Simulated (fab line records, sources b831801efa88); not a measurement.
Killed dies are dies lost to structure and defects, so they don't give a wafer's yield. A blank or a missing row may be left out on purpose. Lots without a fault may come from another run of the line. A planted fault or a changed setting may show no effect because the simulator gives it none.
A struck lot beside a sound one | flow sky130 | 20 steps out of a route of 708
Sound: wafers L713.2, L713.3, L713.6. Struck: wafers L716.1, L716.4, L716.6. The cause comes at the end.
At each step with rows: each side's tool, then ch and its chambers, then its first start. Under that, the readings that differ: sound wafers | struck wafers | difference of the means | sigmas: that difference in standard deviations of wafers without a fault.
alike: readings whose means differ by less than 2 such deviations, and words and numbers that are the same on both sides. not compared: withheld readings, readings that some wafer has no value for, bounds like >300 that may hide the same value, and numbers for which the record gives no deviation and whose values overlap.
The two part at a step that has a row with sigmas, a row that says differs or no value, or rows on one side only. Numbers that don't overlap but have no deviation are shown without sigmas and don't part them. A reading that every wafer of one side lacks parts them only if that side has two wafers or more.

first, 1 step without rows for these wafers: SKY_SONOS_ONO_DEVELOP_12 (develop time 60 s).
SKY_SONOS_ONO_CD_MEAS_13: target cd 410 nm.
  sound on cd_sem-02, day 12 22:29; struck on cd_sem-01, day 14 00:53
  reading    | sound             | struck            | difference | sigmas
  cd_nm (nm) | 409.8 409.7 411.9 | 405.2 405.0 406.2 | -5.0       | -2
SKY_SONOS_ONO_OVL_MEAS_14:
  sound on overlay-01, day 12 22:36; struck on overlay-01, day 14 01:01
  alike: SONOS_ONO_OVL
SKY_SONOS_ONO_ETCH_15: etches the open film in CHF3/O2, target depth 19.52 nm, time 7.8 s.
  sound on rie_diel-02 ch 0,1, day 12 22:38; struck on rie_diel-02 ch 2,3, day 14 01:02
  alike: drypump_motor_current_A, oes_product_au, throttle_valve_pct
  not compared: rf_hours_counter_h
then, 1 step without rows for these wafers: SKY_SONOS_ONO_WET_ETCH_16 (etches SiO2 in dHF, target depth 14 nm, time 280 s).
SKY_SONOS_ONO_STRIP_17: strips in O2/N2.
  sound on plasma_asher-02 ch 0,1, day 12 22:44; struck on plasma_asher-03 ch 0,1, day 14 01:09
  alike: drypump_motor_current_A, oes_product_au, strip_time_to_endpoint_s
  not compared: rf_hours_counter_h
then, 3 steps without rows for these wafers: SKY_SONOS_ONO_WET_ETCH_18 (etches Si3N4 in H3PO4, target depth 15 nm, time 172 s); SKY_GATE_OXIDE_CLEAN_00 (cleans in SC1/SC2, time 150 s); SKY_GATE_OXIDE_OXIDATION_01 (stabilise 600 s, purge 300 s, target thk 10.268 nm).
SKY_GATE_OXIDE_THK_MEAS_02:
  sound on film_metro-02, day 13 01:25; struck on film_metro-02, day 14 02:59
  alike: GATE_OXIDE_OXIDATION_00_THK
then, 2 steps without rows for these wafers: SKY_GATE_OXIDE_DEHYDRATE_03 (time 60 s); SKY_GATE_OXIDE_HMDS_04 (prime time 60 s).
SKY_GATE_OXIDE_COAT_05: resist thk 1140 nm.
  sound on litho_track-02 ch 0, day 13 13:19; struck on litho_track-03, day 14 15:55
  no value came back on the struck wafers for chill_plate_temp_C (C), dispense_pressure_kPa (kPa); on the sound wafers chill_plate_temp_C (C) reads 22.95 22.91 23.03
then, 4 steps without rows for these wafers: SKY_GATE_OXIDE_SOFTBAKE_06 (time 60 s); SKY_GATE_OXIDE_EXPOSE_07 (exposes mask LVOM, target cd 600 nm); SKY_GATE_OXIDE_PEB_08; SKY_GATE_OXIDE_DEVELOP_09 (develop time 60 s).
SKY_GATE_OXIDE_OVL_MEAS_10:
  sound on overlay-02, day 14 02:44; struck on overlay-02, day 15 05:46
  reading             | sound       | struck | difference                    | sigmas
  GATE_OXIDE_OVL (nm) | 1.9 0.6 0.4 | - - -  | no value on the struck wafers |
then, 1 step without rows for these wafers: SKY_GATE_OXIDE_IMPLANT_11.
-- the record jumps here: 32 days lie between the struck wafers' starts before and after (it left off in module GATE_OXIDE and takes up again in module PAD_OPEN, whose first step shown is number 708 of the route) --
SKY_PAD_OPEN_PROBE_99:
  the record has rows for the struck wafers here (prober-02, day 47 00:35) and none for the sound ones

WHERE THEY PART
First at SKY_SONOS_ONO_CD_MEAS_13; last, within this record, at SKY_PAD_OPEN_PROBE_99.

WHY: what the simulator had put in
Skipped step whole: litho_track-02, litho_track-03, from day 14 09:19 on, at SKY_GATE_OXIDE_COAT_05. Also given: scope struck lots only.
